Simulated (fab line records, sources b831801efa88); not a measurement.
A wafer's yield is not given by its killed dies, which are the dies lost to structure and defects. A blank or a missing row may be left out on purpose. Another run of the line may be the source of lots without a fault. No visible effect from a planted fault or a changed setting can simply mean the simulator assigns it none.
Which tool did it? || flow sky130 || 14 lots with 42 wafers sampled at 5 steps, on a route of 708 steps

## WHAT THE GAUGES READ, wafer by wafer
SKY_VIA3_RS_MEAS_22: a four-point-probe measurement. Usual: VIA3_W_RS 0.293 ohm/sq, standard deviation 0.0073.
{"lot": "L833", "measured": "day 40 01:04", "on": "film_metro-01", "VIA3_W_RS (ohm/sq)": "0.292 0.296 0.282", "flag": ""}
{"lot": "L834", "measured": "day 40 02:53", "on": "film_metro-03", "VIA3_W_RS (ohm/sq)": "0.299 0.298 0.300", "flag": ""}
{"lot": "L835", "measured": "day 40 08:20", "on": "film_metro-03", "VIA3_W_RS (ohm/sq)": "0.295 0.296 0.302", "flag": ""}
{"lot": "L836", "measured": "day 40 19:28", "on": "film_metro-03", "VIA3_W_RS (ohm/sq)": "0.299 0.301 0.297", "flag": ""}
{"lot": "L840", "measured": "day 41 21:18", "on": "film_metro-01", "VIA3_W_RS (ohm/sq)": "0.296 0.296 0.296", "flag": ""}
{"lot": "L841", "measured": "day 42 02:58", "on": "film_metro-02", "VIA3_W_RS (ohm/sq)": "0.278 0.276 0.295", "flag": ""}
{"lot": "L842", "measured": "day 42 12:47", "on": "film_metro-02", "VIA3_W_RS (ohm/sq)": "0.298 0.298 0.301", "flag": ""}
{"lot": "L848", "measured": "day 44 16:30", "on": "film_metro-03", "VIA3_W_RS (ohm/sq)": "0.301 0.299 0.297", "flag": ""}
{"lot": "L846", "measured": "day 44 19:31", "on": "film_metro-02", "VIA3_W_RS (ohm/sq)": "0.300 0.294 0.293", "flag": ""}
{"lot": "L847", "measured": "day 44 20:07", "on": "film_metro-03", "VIA3_W_RS (ohm/sq)": "0.290 0.283 0.292", "flag": ""}
{"lot": "L852", "measured": "day 44 23:47", "on": "film_metro-03", "VIA3_W_RS (ohm/sq)": "0.290 0.302 0.294", "flag": ""}
{"lot": "L853", "measured": "day 45 03:40", "on": "film_metro-02", "VIA3_W_RS (ohm/sq)": "0.296 0.305 0.295", "flag": ""}
{"lot": "L854", "measured": "day 45 21:49", "on": "film_metro-02", "VIA3_W_RS (ohm/sq)": "0.302 0.290 0.289", "flag": ""}
{"lot": "L855", "measured": "day 46 00:38", "on": "film_metro-02", "VIA3_W_RS (ohm/sq)": "0.290 0.292 0.297", "flag": ""}

SKY_CAP2M_THK_MEAS_01. Usual: CAP2M_CVD_00_THK 15.53 nm, standard deviation 0.25.
{"lot": "L833", "measured": "day 40 01:44", "on": "film_metro-03", "CAP2M_CVD_00_THK (nm)": "15.50 15.27 15.60", "flag": ""}
{"lot": "L834", "measured": "day 40 03:33", "on": "film_metro-03", "CAP2M_CVD_00_THK (nm)": "15.29 15.76 15.60", "flag": ""}
{"lot": "L835", "measured": "day 40 09:00", "on": "film_metro-04", "CAP2M_CVD_00_THK (nm)": "15.23 15.75 15.98", "flag": ""}
{"lot": "L836", "measured": "day 40 20:07", "on": "film_metro-02", "CAP2M_CVD_00_THK (nm)": "15.59 15.25 15.25", "flag": ""}
{"lot": "L840", "measured": "day 41 21:56", "on": "film_metro-04", "CAP2M_CVD_00_THK (nm)": "15.40 15.58 15.56", "flag": ""}
{"lot": "L841", "measured": "day 42 03:39", "on": "film_metro-03", "CAP2M_CVD_00_THK (nm)": "14.97 15.73 15.72", "flag": ""}
{"lot": "L842", "measured": "day 42 13:26", "on": "film_metro-04", "CAP2M_CVD_00_THK (nm)": "15.51 15.60 15.54", "flag": ""}
{"lot": "L848", "measured": "day 44 17:09", "on": "film_metro-03", "CAP2M_CVD_00_THK (nm)": "15.44 15.11 15.55", "flag": ""}
{"lot": "L846", "measured": "day 44 20:11", "on": "film_metro-04", "CAP2M_CVD_00_THK (nm)": "15.67 15.22 15.94", "flag": ""}
{"lot": "L847", "measured": "day 44 20:47", "on": "film_metro-04", "CAP2M_CVD_00_THK (nm)": "15.12 15.34 15.32", "flag": ""}
{"lot": "L852", "measured": "day 45 00:26", "on": "film_metro-03", "CAP2M_CVD_00_THK (nm)": "15.54 15.77 15.36", "flag": ""}
{"lot": "L853", "measured": "day 45 04:19", "on": "film_metro-02", "CAP2M_CVD_00_THK (nm)": "16.05 15.75 15.86", "flag": ""}
{"lot": "L854", "measured": "day 45 22:29", "on": "film_metro-03", "CAP2M_CVD_00_THK (nm)": "15.21 15.63 15.33", "flag": ""}
{"lot": "L855", "measured": "day 46 01:15", "on": "film_metro-04", "CAP2M_CVD_00_THK (nm)": "15.58 15.82 15.66", "flag": ""}

SKY_CAP2M_RS_MEAS_03: a four-point-probe measurement. Usual: CAP2M_TIN_RS 6.92 ohm/sq, standard deviation 0.088.
{"lot": "L833", "measured": "day 40 01:54", "on": "film_metro-04", "CAP2M_TIN_RS (ohm/sq)": "6.90 6.90 6.91", "flag": ""}
{"lot": "L834", "measured": "day 40 03:43", "on": "film_metro-04", "CAP2M_TIN_RS (ohm/sq)": "7.03 6.92 6.84", "flag": ""}
{"lot": "L835", "measured": "day 40 09:10", "on": "film_metro-02", "CAP2M_TIN_RS (ohm/sq)": "6.96 6.86 6.88", "flag": ""}
{"lot": "L836", "measured": "day 40 20:17", "on": "film_metro-04", "CAP2M_TIN_RS (ohm/sq)": "7.08 7.07 7.02", "flag": ""}
{"lot": "L840", "measured": "day 41 22:07", "on": "film_metro-02", "CAP2M_TIN_RS (ohm/sq)": "6.85 6.98 6.89", "flag": ""}
{"lot": "L841", "measured": "day 42 03:50", "on": "film_metro-02", "CAP2M_TIN_RS (ohm/sq)": "7.03 7.04 6.95", "flag": ""}
{"lot": "L842", "measured": "day 42 13:36", "on": "film_metro-03", "CAP2M_TIN_RS (ohm/sq)": "6.83 6.79 6.84", "flag": ""}
{"lot": "L848", "measured": "day 44 17:20", "on": "film_metro-04", "CAP2M_TIN_RS (ohm/sq)": "7.11 7.10 7.10", "flag": ""}
{"lot": "L846", "measured": "day 44 20:21", "on": "film_metro-04", "CAP2M_TIN_RS (ohm/sq)": "- - - - - -", "flag": "OFF"}
{"lot": "L847", "measured": "day 44 20:57", "on": "film_metro-04", "CAP2M_TIN_RS (ohm/sq)": "- - - - - -", "flag": "OFF"}
{"lot": "L852", "measured": "day 45 00:37", "on": "film_metro-02", "CAP2M_TIN_RS (ohm/sq)": "6.92 6.99 6.96", "flag": ""}
{"lot": "L853", "measured": "day 45 04:30", "on": "film_metro-03", "CAP2M_TIN_RS (ohm/sq)": "6.96 6.88 6.94", "flag": ""}
{"lot": "L854", "measured": "day 45 22:40", "on": "film_metro-03", "CAP2M_TIN_RS (ohm/sq)": "6.99 6.99 7.00", "flag": ""}
{"lot": "L855", "measured": "day 46 01:27", "on": "film_metro-03", "CAP2M_TIN_RS (ohm/sq)": "6.94 6.93 6.98", "flag": ""}

## WHICH TOOL RAN EACH LOT (tool, then ch and the chambers of the sampled wafers, then the start)
{"lot": "L833", "SKY_VIA3_CMP_02": "cmp-01 ch 0,1,3, day 38 23:40", "SKY_CAP2M_SPUTTER_02": "pvd_sputter-04, day 40 01:47"}
{"lot": "L834", "SKY_VIA3_CMP_02": "cmp-02 ch 0,1,2, day 39 01:09", "SKY_CAP2M_SPUTTER_02": "pvd_sputter-04, day 40 03:37"}
{"lot": "L835", "SKY_VIA3_CMP_02": "cmp-01 ch 1,2,3, day 39 07:13", "SKY_CAP2M_SPUTTER_02": "pvd_sputter-02, day 40 09:04"}
{"lot": "L836", "SKY_VIA3_CMP_02": "cmp-01 ch 1,2,3, day 39 17:45", "SKY_CAP2M_SPUTTER_02": "pvd_sputter-04, day 40 20:11"}
{"lot": "L840", "SKY_VIA3_CMP_02": "cmp-01 ch 0,1, day 40 18:53", "SKY_CAP2M_SPUTTER_02": "pvd_sputter-02, day 41 21:59"}
{"lot": "L841", "SKY_VIA3_CMP_02": "cmp-01 ch 2,3, day 41 01:14", "SKY_CAP2M_SPUTTER_02": "pvd_sputter-04, day 42 03:41"}
{"lot": "L842", "SKY_VIA3_CMP_02": "cmp-01 ch 0,1, day 41 11:23", "SKY_CAP2M_SPUTTER_02": "pvd_sputter-02, day 42 13:29"}
{"lot": "L848", "SKY_VIA3_CMP_02": "cmp-02 ch 1,2,3, day 43 16:19", "SKY_CAP2M_SPUTTER_02": "pvd_sputter-04, day 44 17:12"}
{"lot": "L846", "SKY_VIA3_CMP_02": "cmp-02 ch 2,3, day 43 19:38", "SKY_CAP2M_SPUTTER_02": "pvd_sputter-03, day 44 20:14"}
{"lot": "L847", "SKY_VIA3_CMP_02": "cmp-01 ch 0,2,3, day 43 19:52", "SKY_CAP2M_SPUTTER_02": "pvd_sputter-03, day 44 20:50"}
{"lot": "L852", "SKY_VIA3_CMP_02": "cmp-02 ch 0,2,3, day 44 00:24", "SKY_CAP2M_SPUTTER_02": "pvd_sputter-04, day 45 00:30"}
{"lot": "L853", "SKY_VIA3_CMP_02": "cmp-02 ch 0,3, day 44 04:20", "SKY_CAP2M_SPUTTER_02": "pvd_sputter-03, day 45 04:21"}
{"lot": "L854", "SKY_VIA3_CMP_02": "cmp-02 ch 0,2,3, day 44 21:43", "SKY_CAP2M_SPUTTER_02": "pvd_sputter-04, day 45 22:32"}
{"lot": "L855", "SKY_VIA3_CMP_02": "cmp-01 ch 0,3, day 45 00:58", "SKY_CAP2M_SPUTTER_02": "pvd_sputter-04, day 46 01:20"}
- SKY_VIA3_CMP_02: polishes SiO2.
- SKY_CAP2M_SPUTTER_02: material TiN, target thk 200 nm, time 166.7 s.

## AS READ BY THE TOOLS THEMSELVES (means over the sampled wafers that have a number; for cases with no such wafer, the mark the record gives instead)
SKY_VIA3_CMP_02. Usual: head_pressure_psi 4.000 psi, standard deviation 0.0083; motor_current_A 12.8 A, standard deviation 1; slurry_filter_dp_kPa 13.52 kPa, standard deviation 0.14.
{"lot": "L833", "tool": "cmp-01", "head_pressure_psi (psi)": 3.998, "motor_current_A (A)": 13.6, "slurry_filter_dp_kPa (kPa)": 13.57, "flag": ""}
{"lot": "L834", "tool": "cmp-02", "head_pressure_psi (psi)": 3.993, "motor_current_A (A)": 12.7, "slurry_filter_dp_kPa (kPa)": 13.40, "flag": ""}
{"lot": "L835", "tool": "cmp-01", "head_pressure_psi (psi)": 4.003, "motor_current_A (A)": 13.2, "slurry_filter_dp_kPa (kPa)": 13.55, "flag": ""}
{"lot": "L836", "tool": "cmp-01", "head_pressure_psi (psi)": 4.003, "motor_current_A (A)": 13.1, "slurry_filter_dp_kPa (kPa)": 13.53, "flag": ""}
{"lot": "L840", "tool": "cmp-01", "head_pressure_psi (psi)": 4.005, "motor_current_A (A)": 14.0, "slurry_filter_dp_kPa (kPa)": 13.42, "flag": ""}
{"lot": "L841", "tool": "cmp-01", "head_pressure_psi (psi)": 3.990, "motor_current_A (A)": 11.9, "slurry_filter_dp_kPa (kPa)": 13.50, "flag": ""}
{"lot": "L842", "tool": "cmp-01", "head_pressure_psi (psi)": 4.000, "motor_current_A (A)": 14.2, "slurry_filter_dp_kPa (kPa)": 13.55, "flag": ""}
{"lot": "L848", "tool": "cmp-02", "head_pressure_psi (psi)": 4.001, "motor_current_A (A)": 12.4, "slurry_filter_dp_kPa (kPa)": 13.43, "flag": ""}
{"lot": "L846", "tool": "cmp-02", "head_pressure_psi (psi)": 4.004, "motor_current_A (A)": 12.2, "slurry_filter_dp_kPa (kPa)": 13.70, "flag": ""}
{"lot": "L847", "tool": "cmp-01", "head_pressure_psi (psi)": 4.001, "motor_current_A (A)": 12.8, "slurry_filter_dp_kPa (kPa)": 13.49, "flag": ""}
{"lot": "L852", "tool": "cmp-02", "head_pressure_psi (psi)": 3.993, "motor_current_A (A)": 11.8, "slurry_filter_dp_kPa (kPa)": 13.61, "flag": ""}
{"lot": "L853", "tool": "cmp-02", "head_pressure_psi (psi)": 4.004, "motor_current_A (A)": 12.5, "slurry_filter_dp_kPa (kPa)": 13.51, "flag": ""}
{"lot": "L854", "tool": "cmp-02", "head_pressure_psi (psi)": 3.995, "motor_current_A (A)": 12.6, "slurry_filter_dp_kPa (kPa)": 13.59, "flag": ""}
{"lot": "L855", "tool": "cmp-01", "head_pressure_psi (psi)": 4.001, "motor_current_A (A)": 13.5, "slurry_filter_dp_kPa (kPa)": 13.48, "flag": ""}

SKY_CAP2M_SPUTTER_02. Usual: cathode_dc_power_W 6500.0 W, standard deviation 1.2; chamber_pressure_pa 0.4000 Pa, standard deviation 0.0008; throttle_valve_pct 29.6 %, standard deviation 0.68.
{"lot": "L833", "tool": "pvd_sputter-04", "cathode_dc_power_W (W)": 6499.9, "chamber_pressure_pa (Pa)": 0.3999, "throttle_valve_pct (%)": 29.5, "flag": ""}
{"lot": "L834", "tool": "pvd_sputter-04", "cathode_dc_power_W (W)": 6498.9, "chamber_pressure_pa (Pa)": 0.4007, "throttle_valve_pct (%)": 29.8, "flag": ""}
{"lot": "L835", "tool": "pvd_sputter-02", "cathode_dc_power_W (W)": 6500.5, "chamber_pressure_pa (Pa)": 0.4007, "throttle_valve_pct (%)": 29.8, "flag": ""}
{"lot": "L836", "tool": "pvd_sputter-04", "cathode_dc_power_W (W)": 6500.2, "chamber_pressure_pa (Pa)": 0.3999, "throttle_valve_pct (%)": 29.4, "flag": ""}
{"lot": "L840", "tool": "pvd_sputter-02", "cathode_dc_power_W (W)": 6499.9, "chamber_pressure_pa (Pa)": 0.4007, "throttle_valve_pct (%)": 30.2, "flag": ""}
{"lot": "L841", "tool": "pvd_sputter-04", "cathode_dc_power_W (W)": 6498.7, "chamber_pressure_pa (Pa)": 0.3999, "throttle_valve_pct (%)": 28.9, "flag": ""}
{"lot": "L842", "tool": "pvd_sputter-02", "cathode_dc_power_W (W)": 6499.6, "chamber_pressure_pa (Pa)": 0.4002, "throttle_valve_pct (%)": 30.8, "flag": ""}
{"lot": "L848", "tool": "pvd_sputter-04", "cathode_dc_power_W (W)": 6501.0, "chamber_pressure_pa (Pa)": 0.3999, "throttle_valve_pct (%)": 29.5, "flag": ""}
{"lot": "L846", "tool": "pvd_sputter-03", "cathode_dc_power_W (W)": "-", "chamber_pressure_pa (Pa)": "-", "throttle_valve_pct (%)": "-", "flag": "OFF"}
{"lot": "L847", "tool": "pvd_sputter-03", "cathode_dc_power_W (W)": "-", "chamber_pressure_pa (Pa)": "-", "throttle_valve_pct (%)": "-", "flag": "OFF"}
{"lot": "L852", "tool": "pvd_sputter-04", "cathode_dc_power_W (W)": 6500.6, "chamber_pressure_pa (Pa)": 0.3997, "throttle_valve_pct (%)": 28.9, "flag": ""}
{"lot": "L853", "tool": "pvd_sputter-03", "cathode_dc_power_W (W)": 6500.1, "chamber_pressure_pa (Pa)": 0.4000, "throttle_valve_pct (%)": 29.2, "flag": ""}
{"lot": "L854", "tool": "pvd_sputter-04", "cathode_dc_power_W (W)": 6500.3, "chamber_pressure_pa (Pa)": 0.3995, "throttle_valve_pct (%)": 29.6, "flag": ""}
{"lot": "L855", "tool": "pvd_sputter-04", "cathode_dc_power_W (W)": 6499.1, "chamber_pressure_pa (Pa)": 0.3998, "throttle_valve_pct (%)": 29.6, "flag": ""}

## THE ANSWER, worked out from the rows above alone
Rule: a lot counts as off when the mean over its wafers that have a number is more than 3 standard deviations away from the usual mean. Also off: a lot with no number at a reading for which 4 or more lots have one. Where the step has rows for the other lots, those lots are counted as sound. First the gauges in route order, then the tools' own readings, where a lot's mean is used as printed above. At the first step where some lot is off, the reading lying furthest off is the one used; lots without a number count as furthest.
Off: L846, L847, at SKY_CAP2M_RS_MEAS_03 (CAP2M_TIN_RS). Without a number there: L846, L847.
If a tool, at a process step before that reading, ran all the lots that are off and no sound lot after the first of them, it fits. Not tried: the gauges at SKY_CAP2M_RS_MEAS_03; whatever is off there is also off at SKY_CAP2M_SPUTTER_02, on other tools, and gauge error can't account for it. Not one of the candidates tried fits.

## WHAT HAD BEEN PUT IN BY THE SIMULATOR
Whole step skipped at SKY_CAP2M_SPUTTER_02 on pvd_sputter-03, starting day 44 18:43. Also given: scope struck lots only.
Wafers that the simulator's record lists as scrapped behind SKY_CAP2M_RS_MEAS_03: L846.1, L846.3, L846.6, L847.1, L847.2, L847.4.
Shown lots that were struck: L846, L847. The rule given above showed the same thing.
